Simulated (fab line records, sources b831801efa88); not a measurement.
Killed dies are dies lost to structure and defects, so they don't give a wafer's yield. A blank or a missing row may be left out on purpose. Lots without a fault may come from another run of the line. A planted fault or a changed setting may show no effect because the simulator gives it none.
fab line records | flow sky130
record lots=6 wafers=18 last_day=50
route steps=708 shown CONTACT@429 METAL1@434 PAD_OPEN@708
lots that met no fault: from a run of the same line without faults
start_h: hours from the record's first day to the start of the lot's first wafer shown | wait_h: hours since the lot's step before | " the same as in the row above | L1.1+2: a row that stands for several wafers | - no value, or no start given | * or withheld: withheld | < > ~ a bound
route shown NAME@n: a module of which the file shows steps, and the number in the route of the first | usual: mean/standard deviation of fault-free wafers | same: alike in all rows | chamber/n: place in a boat | sites: the reading at each site | _std_site: their standard deviation | _edge_site: outer sites' mean less inner sites' | radius_mm: how far each site lies from the wafer's centre | mask NAME#n: copy n | behind: the tool/chamber that last shaped the wafer | hold: why the lot was held/for how many hours/how that ended | device: the transistor (n, p or np) that didn't switch | end of line: the same wafers' tests at the end of the route | a step without rows: its recipe alone | killed: dies lost to structure and defects at the first sort, not the wafer's yield | map: a wafer's dies, x killed, . not, _ none there
set.NAME: the setting as run; set.NAME@STEP: as run at that earlier step | model.NAME: the simulator's own value behind a step, which no gauge read
lots at some steps of the route; a table a step, a row a wafer
services: from which hour (start_h, from the record's first day; less than 0 if before it) a tool's chamber was out of use, for how many hours, and why
## steps
# step SKY_CONTACT_SPUTTER_23
# recipe material=TiN target_thk_nm=20 chamber_pressure_pa=5 power_w=4000 time_s=80
# step SKY_CONTACT_CVD_24
# recipe material=W target_thk_nm=340 time_s=102.12 temp_c=400 pressure_torr=40
# usual heater_power_w=886/120
# columns lot.wafer tool chamber start_h wait_h heater_power_w since_wet_clean_h
L215.1 cvd_w-01 1 795.37 0.0 1050 891
L215.2 " 0 " " 869 891
L215.3 " 1 " " 1052 -
L217.2 cvd_w-02 1 806.00 0.0 890 402
L217.3 " 1 " " 883 -
L217.5 " 0 " " 696 -
L218.2 cvd_w-01 1 813.35 0.0 1036 909
L218.4 " 1 " " 1044 -
L218.5 " 0 " " 875 -
L219.3 cvd_w-01 0 819.70 0.1 872 -
L219.4 " 1 " " 1041 -
L219.5 " 1 " " 1042 -
L228.2 cvd_w-01 0 890.32 0.0 877 986
L228.3 " 1 " " 1056 -
L228.4 " 0 " " 904 -
L230.1 cvd_w-02 0 912.57 0.0 695 509
L230.2 " 1 " " 898 509
L230.6 " 0 " " 691 -
# step SKY_CONTACT_RS_MEAS_25
# recipe thk_meas_gauge=four-point-probe reads=W_of_CONTACT_CVD_24+TiN_of_CONTACT_SPUTTER_23
# usual CONTACT_W_RS=0.337/0.0033
# columns lot.wafer tool chamber start_h wait_h CONTACT_W_RS[ohm/sq]
L215.1 film_metro-03 - 795.48 0.1 0.336
L215.2 " - " " 0.338
L215.3 " - " " 0.334
L217.2 film_metro-04 - 806.13 0.1 0.339
L217.3 " - " " 0.341
L217.5 " - " " 0.339
L218.2 film_metro-01 - 813.48 0.1 0.341
L218.4 " - " " 0.341
L218.5 " - " " 0.341
L219.3 film_metro-04 - 819.81 0.1 0.336
L219.4 " - " " 0.333
L219.5 " - " " 0.336
L228.2 film_metro-04 - 890.45 0.1 0.337
L228.3 " - " " 0.337
L228.4 " - " " 0.337
L230.1 film_metro-01 - 912.68 0.1 0.341
L230.2 " - " " 0.335
L230.6 " - " " 0.340
# step SKY_CONTACT_THK_MEAS_26
# recipe thk_meas_gauge=xrf reads=W_of_CONTACT_CVD_24
# usual CONTACT_W_THK=342/4.7
# columns lot.wafer tool chamber start_h wait_h CONTACT_W_THK[nm]
L215.1 film_metro-03 - 795.60 0.1 342
L215.2 " - " " 339
L215.3 " - " " 343
L217.2 film_metro-04 - 806.24 0.1 343
L217.3 " - " " 341
L217.5 " - " " 342
L218.2 film_metro-01 - 813.59 0.1 347
L218.4 " - " " 348
L218.5 " - " " 344
L219.3 film_metro-04 - 819.91 0.1 345
L219.4 " - " " 349
L219.5 " - " " 346
L228.2 film_metro-04 - 890.56 0.1 347
L228.3 " - " " 348
L228.4 " - " " 348
L230.1 film_metro-01 - 912.80 0.1 343
L230.2 " - " " 348
L230.6 " - " " 345
# step SKY_CONTACT_CMP_27
# recipe stop_on=SiO2 t_overpolish_s=15 down_force_psi=3.5 platen_rpm=60 target_thk_nm=0 pad_velocity_m_s=0.94248
# usual motor_current_A=11.7/1.1 overpolish_run_s=15.000/0.0082 time_to_endpoint_s=84/3.9
# columns lot.wafer tool chamber start_h wait_h motor_current_A overpolish_run_s time_to_endpoint_s
L215.1 cmp-01 2 795.71 0.1 12.8 14.996 80
L215.3 " 3 " " 11.1 14.996 88
L215.2 " 0 " " 10.4 15.011 82
L217.3 cmp-01 1 806.34 0.1 11.8 14.986 82
L217.2 " 3 " " 10.6 14.995 87
L217.5 " 1 " " 11.6 15.003 81
L218.4 cmp-02 2 813.64 0.0 11.4 15.010 75
L218.2 " 0 " " 11.7 14.993 83
L218.5 " 3 " " 12.7 14.997 89
L219.4 cmp-01 0 820.05 0.1 9.5 15.000 89
L219.3 " 1 " " 11.5 15.011 83
L219.5 " 2 " " 12.8 14.999 84
L228.2 cmp-02 0 890.66 0.1 11.7 14.997 79
L228.3 " 1 " " 11.6 14.993 80
L228.4 " 2 " " 11.6 14.994 74
L230.2 cmp-01 1 912.91 0.1 11.3 15.011 82
L230.1 " 3 " " 10.9 15.003 83
L230.6 " 1 " " 12.8 15.000 80
# step SKY_METAL1_SPUTTER_00
# recipe material=Ti target_thk_nm=15 power_w=3000 time_s=10 chamber_pressure_pa=0.4
# step SKY_METAL1_SPUTTER_01
# recipe material=TiN target_thk_nm=20 power_w=6500 time_s=16.7 chamber_pressure_pa=0.4
# usual throttle_valve_pct=30.3/1.3
# columns lot.wafer tool chamber start_h wait_h throttle_valve_pct
L215.1 pvd_sputter-03 - 795.98 0.0 29.0
L215.2 " - " " 29.3
L215.3 " - " " 31.5
L217.2 pvd_sputter-02 - 806.62 0.0 28.4
L217.3 " - " " 30.0
L217.5 " - " " 29.5
L218.2 pvd_sputter-01 - 813.97 0.0 32.2
L218.4 " - " " 32.6
L218.5 " - " " 29.7
L219.3 pvd_sputter-03 - 820.27 0.0 29.7
L219.4 " - " " 30.5
L219.5 " - " " 30.6
L228.2 pvd_sputter-01 - 890.93 0.0 32.4
L228.3 " - " " 29.9
L228.4 " - " " 32.3
L230.1 pvd_sputter-03 - 913.18 0.0 29.4
L230.2 " - " " 31.0
L230.6 " - " " 29.4
# step SKY_METAL1_SPUTTER_02
# recipe material=AlCu target_thk_nm=250 power_w=10600 time_s=13.3 chamber_pressure_pa=0.4
# usual throttle_valve_pct=30.3/1.3
# columns lot.wafer tool chamber start_h wait_h throttle_valve_pct
L215.1 pvd_sputter-03 - 796.01 0.0 29.2
L215.2 " - " " 29.1
L215.3 " - " " 31.6
L217.2 pvd_sputter-02 - 806.64 0.0 28.5
L217.3 " - " " 30.3
L217.5 " - " " 29.6
L218.2 pvd_sputter-01 - 813.99 0.0 32.3
L218.4 " - " " 32.4
L218.5 " - " " 29.7
L219.3 pvd_sputter-03 - 820.30 0.0 29.3
L219.4 " - " " 30.7
L219.5 " - " " 30.8
L228.2 pvd_sputter-01 - 890.96 0.0 32.9
L228.3 " - " " 29.8
L228.4 " - " " 32.3
L230.1 pvd_sputter-03 - 913.21 0.0 29.5
L230.2 " - " " 30.8
L230.6 " - " " 29.6
# step SKY_METAL1_SPUTTER_03
# recipe material=Ti target_thk_nm=5 power_w=3000 time_s=3.3 chamber_pressure_pa=0.4
# usual throttle_valve_pct=30.3/1.4
# columns lot.wafer tool chamber start_h wait_h throttle_valve_pct
L215.1 pvd_sputter-03 - 796.03 0.0 29.3
L215.2 " - " " 29.1
L215.3 " - " " 31.6
L217.2 pvd_sputter-02 - 806.67 0.0 28.6
L217.3 " - " " 30.0
L217.5 " - " " 29.5
L218.2 pvd_sputter-01 - 814.02 0.0 32.3
L218.4 " - " " 32.3
L218.5 " - " " 29.8
L219.3 pvd_sputter-03 - 820.32 0.0 29.2
L219.4 " - " " 30.7
L219.5 " - " " 31.1
L228.2 pvd_sputter-01 - 890.98 0.0 32.7
L228.3 " - " " 29.6
L228.4 " - " " 32.3
L230.1 pvd_sputter-03 - 913.23 0.0 29.3
L230.2 " - " " 31.0
L230.6 " - " " 29.4
# step SKY_METAL1_SPUTTER_04
# recipe material=TiN target_thk_nm=70 power_w=6500 time_s=58.3 chamber_pressure_pa=0.4
# step SKY_METAL1_RS_MEAS_05
# recipe thk_meas_gauge=four-point-probe reads=TiN_of_METAL1_SPUTTER_04+Ti_of_METAL1_SPUTTER_03+AlCu_of_METAL1_SPUTTER_02+TiN_of_METAL1_SPUTTER_01+Ti_of_METAL1_SPUTTER_00
# usual METAL1_ALCU_RS=0.1265/0.0014
# columns lot.wafer tool chamber start_h wait_h METAL1_ALCU_RS[ohm/sq]
L215.1 film_metro-02 - 796.10 0.0 0.1252
L215.2 " - " " 0.1255
L215.3 " - " " 0.1256
L217.2 film_metro-02 - 806.75 0.0 0.1232
L217.3 " - " " 0.1234
L217.5 " - " " 0.1260
L218.2 film_metro-04 - 814.10 0.0 0.1262
L218.4 " - " " 0.1260
L218.5 " - " " 0.1253
L219.3 film_metro-04 - 820.43 0.1 0.1262
L219.4 " - " " 0.1267
L219.5 " - " " 0.1253
L228.2 film_metro-01 - 891.07 0.0 0.1272
L228.3 " - " " 0.1276
L228.4 " - " " 0.1277
L230.1 film_metro-01 - 913.30 0.0 0.1290
L230.2 " - " " 0.1303
L230.6 " - " " 0.1278
# step SKY_METAL1_THK_MEAS_06
# recipe thk_meas_gauge=xrf reads=AlCu_of_METAL1_SPUTTER_02
# usual METAL1_ALCU_THK=253.7/2.9
# columns lot.wafer tool chamber start_h wait_h METAL1_ALCU_THK[nm]
L215.1 film_metro-02 - 796.22 0.1 255.3
L215.2 " - " " 255.8
L215.3 " - " " 254.2
L217.2 film_metro-02 - 806.86 0.1 260.0
L217.3 " - " " 258.8
L217.5 " - " " 255.0
L218.2 film_metro-04 - 814.21 0.1 255.0
L218.4 " - " " 256.4
L218.5 " - " " 255.6
L219.3 film_metro-04 - 820.53 0.1 252.3
L219.4 " - " " 253.3
L219.5 " - " " 254.7
L228.2 film_metro-01 - 891.18 0.1 253.3
L228.3 " - " " 254.3
L228.4 " - " " 253.2
L230.1 film_metro-01 - 913.42 0.1 249.3
L230.2 " - " " 247.4
L230.6 " - " " 253.4
# step SKY_METAL1_DEHYDRATE_07
# recipe temp_c=200 time_s=60
# usual heater_power_total_W=160.38/0.12 run_length_s=89.08/0.22
# columns lot.wafer tool chamber start_h wait_h heater_power_total_W run_length_s
L215.1 litho_track-01 0 808.42 12.2 160.11 88.79
L215.2 " 0 " " 160.37 88.90
L215.3 " 0 " " 160.37 89.00
L217.2 litho_track-03 0 819.59 12.7 160.42 89.18
L217.3 " 0 " " 160.55 89.30
L217.5 " 0 " " 160.30 89.23
L218.2 litho_track-01 0 827.05 12.8 160.38 93.08
L218.4 " 0 " " 160.24 92.81
L218.5 " 0 " " 160.34 92.84
L219.3 litho_track-01 0 832.67 12.1 160.49 93.14
L219.4 " 0 " " 160.24 92.83
L219.5 " 0 " " 160.34 92.82
L228.2 litho_track-03 0 903.19 12.0 160.33 89.33
L228.3 " 0 " " 160.46 89.55
L228.4 " 0 " " 160.40 89.31
L230.1 litho_track-02 0 924.91 11.5 160.41 89.08
L230.2 " 0 " " 160.19 89.08
L230.6 " 0 " " 160.31 89.16
# step SKY_METAL1_HMDS_08
# recipe prime_time_s=60 prime_temp_c=120
# step SKY_PAD_OPEN_PROBE_99
# usual defect_limited_yield=82.6/2 killed_at_M0_to_M3=43/7.1 killed_at_M4_up=3.0/1.9 killed_at_contacts=24/5 killed_at_front_end=15/4.3 killed_at_other=0.3/0.5 killed_dies=85/9.6 killed_open=46/7.1 killed_short=39/6.8 sort_bin_3_pad_short=0.9/0.42 sort_bin_5_function=10.2/1.4 sort_bin_6_memory=6.3/1.2 sort_n_pass=407/9.6 sort_yield_pct=82.6/2
# same gross_dies=492 killed_at_back_side=0 sort_bin_4_leakage[%]=0 sort_bin_8_speed[%]=0
# columns lot.wafer tool chamber start_h wait_h defect_limited_yield[%] killed_at_M0_to_M3 killed_at_M4_up killed_at_contacts killed_at_front_end killed_at_other killed_dies killed_open killed_short sort_bin_3_pad_short[%] sort_bin_5_function[%] sort_bin_6_memory[%] sort_n_pass sort_yield_pct[%]
L215.1 prober-02 - 1119.45 0.1 81.5 43 2 27 19 0 91 51 40 0.8 12.8 4.9 401 81.5
L215.2 prober-02 - 1119.50 0.1 78.3 52 5 31 19 0 107 52 55 0.8 13.2 7.7 385 78.3
L215.3 prober-02 - 1119.55 0.2 85.8 40 3 17 10 0 70 38 32 0 9.3 4.9 422 85.8
L217.2 prober-02 - 1129.37 0.1 82.9 38 7 28 11 0 84 42 42 1.0 10.6 5.5 408 82.9
L217.3 prober-02 - 1129.42 0.2 86.2 43 3 11 11 0 68 35 33 1.4 7.1 5.3 424 86.2
L217.5 prober-02 - 1129.52 0.2 82.3 32 7 27 20 1 87 38 49 0.6 8.9 8.1 405 82.3
L218.2 prober-01 - 1131.11 0.1 83.1 39 4 24 15 1 83 46 37 1.2 10.0 5.7 409 83.1
L218.4 prober-01 - 1131.21 0.2 82.3 46 3 31 7 0 87 51 36 0.6 11.0 6.1 405 82.3
L218.5 prober-01 - 1131.26 0.2 83.3 50 4 17 11 0 82 42 40 0.6 10.6 5.5 410 83.3
L219.3 prober-02 - 1137.57 0.2 80.5 39 12 31 14 0 96 57 39 0.4 12.6 6.5 396 80.5
L219.4 prober-02 - 1137.62 0.2 81.1 41 3 35 14 0 93 48 45 0.2 10.2 8.5 399 81.1
L219.5 prober-02 - 1137.67 0.2 81.5 42 3 28 18 0 91 47 44 1.6 10.6 6.3 401 81.5
L228.2 prober-02 - 1185.53 0.1 84.6 39 2 17 18 0 76 48 28 1.0 8.9 5.5 416 84.6
L228.3 prober-02 - 1185.58 0.2 83.5 43 8 23 7 0 81 39 42 0.8 9.1 6.5 411 83.5
L228.4 prober-02 - 1185.63 0.2 85.0 32 4 23 15 0 74 40 34 1.2 10.2 3.7 418 85.0
L230.1 prober-02 - 1198.73 0.1 87.2 34 7 12 10 0 63 33 30 0.8 8.1 3.9 429 87.2
L230.2 prober-02 - 1198.78 0.1 81.7 44 2 22 21 1 90 53 37 1.4 9.1 7.7 402 81.7
L230.6 prober-02 - 1198.98 0.2 84.8 44 1 21 9 0 75 37 38 0.4 10.4 4.5 417 84.8
# killed by level:class
L215.1 VIA1:geometric_particle:open=12 CONTACT:geometric_particle:open=9 CONTACT:geometric_particle:short=7 METAL2:geometric_particle:short=6 VIA2:geometric_particle:short=6 VIA3:geometric_particle:open=6 POLY_GATE:geometric_particle:open=5 LI_CONTACT:geometric_particle:open=5
L215.2 VIA1:geometric_particle:open=13 VIA3:geometric_particle:open=12 LOCAL_INTERCONNECT:geometric_particle:short=10 LI_CONTACT:geometric_particle:open=8 VIA1:geometric_particle:short=7 FIELD_ISO:geometric_particle:short=6 POLY_GATE:geometric_particle:short=6 METAL1:geometric_particle:short=6
L215.3 VIA1:geometric_particle:open=13 CONTACT:geometric_particle:open=7 METAL2:geometric_particle:short=7 FIELD_ISO:geometric_particle:short=5 LI_CONTACT:geometric_particle:open=5 CONTACT:geometric_particle:short=4 METAL1:geometric_particle:short=3 VIA2:geometric_particle:short=3
L217.2 CONTACT:geometric_particle:open=12 VIA1:geometric_particle:short=9 VIA1:geometric_particle:open=7 LI_CONTACT:geometric_particle:open=6 LI_CONTACT:geometric_particle:short=5 VIA2:geometric_particle:open=5 METAL4:geometric_particle:short=5 METAL2:geometric_particle:short=4
L217.3 VIA1:geometric_particle:open=7 CONTACT:geometric_particle:open=6 VIA1:geometric_particle:short=6 VIA3:geometric_particle:short=5 VIA2:geometric_particle:open=5 VIA3:geometric_particle:open=5 METAL1:geometric_particle:short=4 METAL2:geometric_particle:short=4
L217.5 FIELD_ISO:geometric_particle:short=9 CONTACT:geometric_particle:open=9 LOCAL_INTERCONNECT:geometric_particle:short=7 METAL4:geometric_particle:short=7 METAL1:geometric_particle:short=6 VIA1:geometric_particle:open=6 METAL2:geometric_particle:short=6 VIA3:geometric_particle:open=5
L218.2 VIA1:geometric_particle:open=8 CONTACT:geometric_particle:open=8 LOCAL_INTERCONNECT:geometric_particle:short=7 METAL2:geometric_particle:short=7 VIA3:geometric_particle:open=7 POLY_GATE:geometric_particle:open=6 LI_CONTACT:geometric_particle:open=6 METAL1:geometric_particle:short=4
L218.4 LI_CONTACT:geometric_particle:open=13 VIA1:geometric_particle:open=12 CONTACT:geometric_particle:open=7 CONTACT:geometric_particle:short=7 VIA3:geometric_particle:open=7 METAL1:geometric_particle:short=5 METAL2:geometric_particle:short=5 VIA2:geometric_particle:open=4
L218.5 VIA3:geometric_particle:open=14 VIA1:geometric_particle:open=8 METAL1:geometric_particle:short=7 CONTACT:geometric_particle:open=6 METAL2:geometric_particle:short=6 FIELD_ISO:geometric_particle:short=5 VIA2:geometric_particle:open=4 POLY_GATE:geometric_particle:short=3
L219.3 CONTACT:geometric_particle:open=13 LI_CONTACT:geometric_particle:open=9 METAL1:geometric_particle:short=6 VIA1:geometric_particle:open=6 VIA3:geometric_particle:open=6 METAL4:geometric_particle:short=6 VIA1:geometric_particle:short=5 VIA2:geometric_particle:open=5
L219.4 CONTACT:geometric_particle:open=13 LOCAL_INTERCONNECT:geometric_particle:short=7 VIA3:geometric_particle:open=7 VIA1:geometric_particle:short=6 FIELD_ISO:geometric_particle:open=6 LI_CONTACT:geometric_particle:open=6 VIA1:geometric_particle:open=6 METAL1:geometric_particle:short=5
L219.5 CONTACT:geometric_particle:open=12 VIA1:geometric_particle:open=10 VIA1:geometric_particle:short=7 FIELD_ISO:geometric_particle:short=6 LI_CONTACT:geometric_particle:open=6 VIA3:geometric_particle:open=6 POLY_GATE:geometric_particle:short=5 VIA3:geometric_particle:short=4
L228.2 VIA1:geometric_particle:open=12 CONTACT:geometric_particle:open=9 METAL1:geometric_particle:short=7 VIA3:geometric_particle:open=6 FIELD_ISO:geometric_particle:short=4 POLY_GATE:geometric_particle:open=4 POLY_GATE:geometric_particle:short=4 LI_CONTACT:geometric_particle:open=4
L228.3 VIA2:geometric_particle:open=9 VIA1:geometric_particle:open=7 METAL2:geometric_particle:short=6 METAL4:geometric_particle:short=6 LI_CONTACT:geometric_particle:open=5 CONTACT:geometric_particle:short=5 CONTACT:geometric_particle:open=5 VIA2:geometric_particle:short=5
L228.4 CONTACT:geometric_particle:open=8 VIA1:geometric_particle:open=8 FIELD_ISO:geometric_particle:short=6 CONTACT:geometric_particle:short=6 VIA3:geometric_particle:open=6 LI_CONTACT:geometric_particle:open=5 VIA1:geometric_particle:short=5 FIELD_ISO:geometric_particle:open=4
L230.1 VIA3:geometric_particle:open=10 FIELD_ISO:geometric_particle:short=7 LI_CONTACT:geometric_particle:open=5 VIA1:geometric_particle:short=5 VIA2:geometric_particle:open=5 METAL4:geometric_particle:short=4 VIA1:geometric_particle:open=4 METAL2:geometric_particle:short=4
L230.2 VIA1:geometric_particle:open=15 CONTACT:geometric_particle:open=10 FIELD_ISO:geometric_particle:open=7 POLY_GATE:geometric_particle:short=6 VIA3:geometric_particle:open=5 CONTACT:geometric_particle:short=4 LI_CONTACT:geometric_particle:short=4 METAL2:geometric_particle:short=4
L230.6 VIA1:geometric_particle:open=12 CONTACT:geometric_particle:open=9 VIA1:geometric_particle:short=7 LOCAL_INTERCONNECT:geometric_particle:short=5 VIA2:geometric_particle:short=5 FIELD_ISO:geometric_particle:short=4 METAL1:geometric_particle:short=4 VIA3:geometric_particle:short=4
## services
# columns tool chamber start_h hours kind
cmp-02 - 774.78 0.4 repair
cmp-01 - 839.32 2.2 repair
cmp-02 - 850.23 11.2 repair
cmp-01 - 861.40 5.5 pm
cmp-02 - 867.10 3.4 pm
pvd_sputter-02 - 889.91 4.1 repair
cmp-02 - 892.11 4.9 pm
cmp-01 - 892.18 2.2 repair
cmp-02 - 898.58 4.0 repair
cvd_w-01 - 904.00 14.0 pm
cvd_w-01 0 904.00 14.0 vent_cycle
cvd_w-01 1 904.00 14.0 vent_cycle
pvd_sputter-01 - 906.83 1.0 repair
cmp-02 - 912.04 4.0 pm
cmp-02 - 916.04 - consumable_replace:conditioner
cmp-02 - 916.04 - consumable_replace:pad
cvd_w-01 0 918.00 - clean
cvd_w-01 1 918.00 - clean
pvd_sputter-01 - 918.32 6.4 repair
## key
first_sign step=SKY_METAL1_DEHYDRATE_07 reading=run_length_s direction=up sigmas=17 usual=* struck=*
effect none on later readings
met_at SKY_METAL1_DEHYDRATE_07
struck_wafers L218.2,L218.4,L218.5,L219.3,L219.4,L219.5
onset_between 808.42 827.05
fault kind=process_parameter_drift tool=litho_track-01 chamber=- onset_h=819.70 steps=SKY_METAL1_DEHYDRATE_07 channel=time_s offset=* shape=step end_h=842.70 acts_in=* stated=*
